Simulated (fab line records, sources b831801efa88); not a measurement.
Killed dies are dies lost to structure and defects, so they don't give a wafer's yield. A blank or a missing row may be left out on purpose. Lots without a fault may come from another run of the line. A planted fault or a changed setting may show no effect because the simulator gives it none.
Which tool did it? | flow sky130 | 12 lots, 36 wafers sampled, at 4 steps of a route of 708

WHAT THE GAUGES READ, wafer by wafer
SKY_VIA2_RS_MEAS_22: measures by four-point-probe.
lot  | measured     | on            | VIA2_W_RS (ohm/sq)
L108 | day 37 15:55 | film_metro-01 | 0.264 0.264 0.275
L109 | day 37 20:24 | film_metro-01 | 0.265 0.274 0.265
L112 | day 38 07:53 | film_metro-02 | 0.276 0.276 0.273
L116 | day 39 15:54 | film_metro-01 | 0.274 0.264 0.271
L117 | day 39 20:07 | film_metro-02 | 0.275 0.273 0.273
L121 | day 41 02:35 | film_metro-03 | 0.272 0.273 0.273
L122 | day 41 06:14 | film_metro-03 | 0.268 0.273 0.269
L123 | day 41 14:41 | film_metro-03 | 0.276 0.265 0.267
L124 | day 41 16:40 | film_metro-01 | 0.271 0.274 0.267
L125 | day 42 03:35 | film_metro-02 | 0.274 0.275 0.266
L129 | day 43 00:46 | film_metro-02 | 0.269 0.267 0.276
L130 | day 43 05:07 | film_metro-01 | 0.270 0.278 0.278

SKY_PASSIVATION_THK_MEAS_01.
lot  | measured     | on            | PASSIVATION_CVD_00_THK (nm)
L116 | day 46 15:37 | film_metro-03 | 88.3 89.1 88.5
L117 | day 46 23:55 | film_metro-04 | 89.2 90.5 89.7
L121 | day 48 03:04 | film_metro-03 | 89.2 89.3 89.3
L122 | day 48 05:52 | film_metro-04 | 89.3 90.4 90.9
L123 | day 48 08:15 | film_metro-03 | 89.7 89.4 90.6
L124 | day 48 10:05 | film_metro-04 | 88.1 89.9 89.0
L125 | day 48 16:05 | film_metro-03 | 87.7 89.3 88.6
L129 | day 49 09:32 | film_metro-02 | 89.3 90.1 90.9
L130 | day 49 13:11 | film_metro-04 | 90.0 91.0 93.3

WHICH TOOL RAN EACH LOT (tool, then ch and the chambers of the sampled wafers, then the start)
lot  | SKY_VIA2_CVD_21               | SKY_VIA4_CMP_21
L108 | cvd_w-01 ch 0,1, day 37 15:46 | cmp-01 ch 0,1,2, day 44 10:30
L109 | cvd_w-01 ch 0,1, day 37 20:16 | cmp-02 ch 0,1,2, day 44 10:52
L112 | cvd_w-02 ch 0,1, day 38 07:45 | cmp-02 ch 0,3, day 44 14:13
L116 | cvd_w-01 ch 0,1, day 39 15:45 | cmp-02 ch 0,1,3, day 45 19:41
L117 | cvd_w-02 ch 1, day 39 19:51   | cmp-02 ch 1,2, day 45 22:47
L121 | cvd_w-02 ch 0,1, day 41 02:27 | cmp-02 ch 1,2,3, day 47 06:26
L122 | cvd_w-02 ch 0,1, day 41 06:06 | cmp-01 ch 0,1, day 47 08:34
L123 | cvd_w-01 ch 0,1, day 41 14:33 | cmp-02 ch 1,2,3, day 47 11:01
L124 | cvd_w-01 ch 0,1, day 41 16:32 | cmp-01 ch 0,3, day 47 13:14
L125 | cvd_w-01 ch 0,1, day 42 03:26 | cmp-02 ch 0,1, day 47 19:53
L129 | cvd_w-01 ch 0,1, day 43 00:37 | cmp-01 ch 1,2,3, day 48 15:31
L130 | cvd_w-01 ch 0,1, day 43 04:59 | cmp-02 ch 0,2, day 48 20:37
- SKY_VIA2_CVD_21: deposits W, target thk 420 nm, time 126.4 s.
- SKY_VIA4_CMP_21: polishes, stops on SiO2, t overpolish 25 s, target thk 0 nm.

WHAT THE TOOLS THEMSELVES READ (means of the sampled wafers that have a number; where no wafer has one, the mark that the record gives instead)
SKY_VIA2_CVD_21.
lot  | tool     | heater_power_w (W)
L108 | cvd_w-01 | 927
L109 | cvd_w-01 | 962
L112 | cvd_w-02 | 930
L116 | cvd_w-01 | 937
L117 | cvd_w-02 | 939
L121 | cvd_w-02 | 935
L122 | cvd_w-02 | 918
L123 | cvd_w-01 | 887
L124 | cvd_w-01 | 884
L125 | cvd_w-01 | 930
L129 | cvd_w-01 | 892
L130 | cvd_w-01 | 933

SKY_VIA4_CMP_21.
lot  | tool   | edge_zone_pressure_frac | head_pressure_psi (psi) | motor_current_A (A) | overpolish_run_s (s) | slurry_flow_ml_min | time_to_endpoint_s (s)
L108 | cmp-01 | -                       | -                       | -                   | -                    | -                  | -
L109 | cmp-02 | -                       | -                       | -                   | -                    | -                  | -
L112 | cmp-02 | -                       | -                       | -                   | -                    | -                  | -
L116 | cmp-02 | 1.000                   | 3.498                   | 11.4                | 25.009               | 149.9              | 124
L117 | cmp-02 | 0.999                   | 3.500                   | 11.5                | 25.001               | 150.4              | 128
L121 | cmp-02 | 1.000                   | 3.502                   | 11.9                | 24.992               | 150.0              | 123
L122 | cmp-01 | 0.996                   | 3.495                   | 11.0                | 24.991               | 149.8              | 123
L123 | cmp-02 | 1.000                   | 3.493                   | 11.8                | 24.997               | 149.9              | 130
L124 | cmp-01 | 1.004                   | 3.511                   | 11.0                | 24.998               | 150.0              | 129
L125 | cmp-02 | 0.992                   | 3.495                   | 10.9                | 25.002               | 149.1              | 124
L129 | cmp-01 | 1.001                   | 3.503                   | 11.6                | 25.000               | 150.5              | 126
L130 | cmp-02 | 1.000                   | 3.506                   | 11.0                | 25.007               | 150.4              | 122

THE ANSWER, worked out from the rows above alone
Rule: what is usual is taken from the lots themselves. Put in order of their means at a reading, lots are off if they are a third of the lots or fewer, leave a main group of 4 or more, and stand apart from it by a gap of 3 or more times the standard deviation of the main group's means; of several such gaps the widest counts. A main group whose means are all the same, to the digits that the tables above print for the reading, isn't used. A lot without any number at a reading at which 4 lots or more have one is off too. The other lots that the step has rows for count as sound. The gauges are gone through in route order, then the tools' own readings, and for those a lot's mean is taken as printed above. The first step at which some lot is off is used, and at that step the reading that is off furthest; a lot without a number counts as furthest.
Off: L108, L109, L112, at SKY_VIA4_CMP_21 (edge_zone_pressure_frac). Without a number there: L108, L109, L112. The main group: mean 0.999, standard deviation 0.0032.
A tool fits if, at that step or a process step before it, it ran every lot that is off, and no sound lot after the first of them. None of those tried fits.

WHAT THE SIMULATOR HAD PUT IN
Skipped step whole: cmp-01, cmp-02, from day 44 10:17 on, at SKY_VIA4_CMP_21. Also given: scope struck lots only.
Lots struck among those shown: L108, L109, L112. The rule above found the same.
